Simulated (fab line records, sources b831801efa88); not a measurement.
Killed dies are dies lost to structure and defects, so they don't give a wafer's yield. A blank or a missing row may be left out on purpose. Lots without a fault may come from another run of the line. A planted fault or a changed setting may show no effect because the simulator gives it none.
One fault seen from 2 desks | flow gf180mcu | each desk has only its own numbers; what lay behind them comes last

THE TOOL OWNER'S DESK: rie_diel-02
The tool's own readings at GF_HV_LDD_ETCHBACK_58 (etches Si3N4 in CH3F/O2, stops on SiO2, time 100 s, target depth 90 nm): means of the sampled wafers that have a number, for each lot that ran on this tool. A lot is out of limits, marked OUT, if its mean lies more than 4 standard deviations from the usual mean; the brackets give that distance.
Columns: A = drypump_motor_current_A at GF_HV_LDD_ETCHBACK_58, usual 5.8 A; B = oes_product_au at GF_HV_LDD_ETCHBACK_58, usual 0.844 a.u.; C = throttle_valve_pct at GF_HV_LDD_ETCHBACK_58, usual 10.562 %
lot  | first seen here | A   | B     | C
L221 | day 16 00:44    | 5.9 | 0.841 | 10.550
L223 | day 16 12:05    | 6.0 | 0.825 | 10.556
L224 | day 16 18:47    | 6.0 | 0.829 | 10.548
L225 | day 17 02:29    | 6.0 | 0.820 | 10.557
L232 | day 19 03:50    | 5.8 | 0.851 | 10.566
L233 | day 19 12:38    | 5.9 | 0.834 | 10.556
This desk's finding: nothing out of limits on any of the 6 lots.

THE METROLOGY DESK
What the gauges read, lot by lot, whatever tool the lot ran on: means of the sampled wafers that have a number. A lot is out of limits, marked OUT, if its mean lies more than 4 standard deviations from the usual mean; the brackets give that distance.
Columns: A = HV_LDD_2_TW at GF_HV_LDD_TW_MEAS_23, usual 1061; B = cd_nm at GF_NSD_CD_MEAS_07, usual 399.9 nm; C = NSD_TW at GF_NSD_TW_MEAS_12, usual 4265
lot  | first seen here | A    | B     | C
L213 | day 11 00:53    | 1074 | 401.5 | 4237
L214 | day 11 08:17    | 1061 | 399.5 | 4225
L215 | day 11 15:22    | 1044 | 401.6 | 4263
L219 | day 12 21:45    | 1064 | 401.1 | 4301
L221 | day 14 00:07    | 1062 | 398.2 | 4305
L223 | day 14 12:47    | 1050 | 401.6 | 4318
L224 | day 14 20:26    | 1058 | 401.9 | 4242
L225 | day 15 03:02    | 1049 | 399.1 | 4296
L227 | day 15 16:12    | 1041 | 402.8 | 4240
L228 | day 16 02:53    | 1042 | 400.6 | 4280
L231 | day 16 18:38    | 1062 | 401.3 | 4240
L232 | day 17 01:20    | 1066 | 398.6 | 4277
L233 | day 17 09:44    | 1070 | 401.3 | 4303
L234 | day 17 15:47    | 1070 | 399.0 | 4238
L235 | day 18 04:26    | 1064 | 400.5 | 4293
This desk's finding: nothing out of limits on any of the 15 lots.

PUT TOGETHER
The tool owner's desk saw nothing out of limits.
The metrology desk saw nothing out of limits.

WHAT THE SIMULATOR HAD PUT IN
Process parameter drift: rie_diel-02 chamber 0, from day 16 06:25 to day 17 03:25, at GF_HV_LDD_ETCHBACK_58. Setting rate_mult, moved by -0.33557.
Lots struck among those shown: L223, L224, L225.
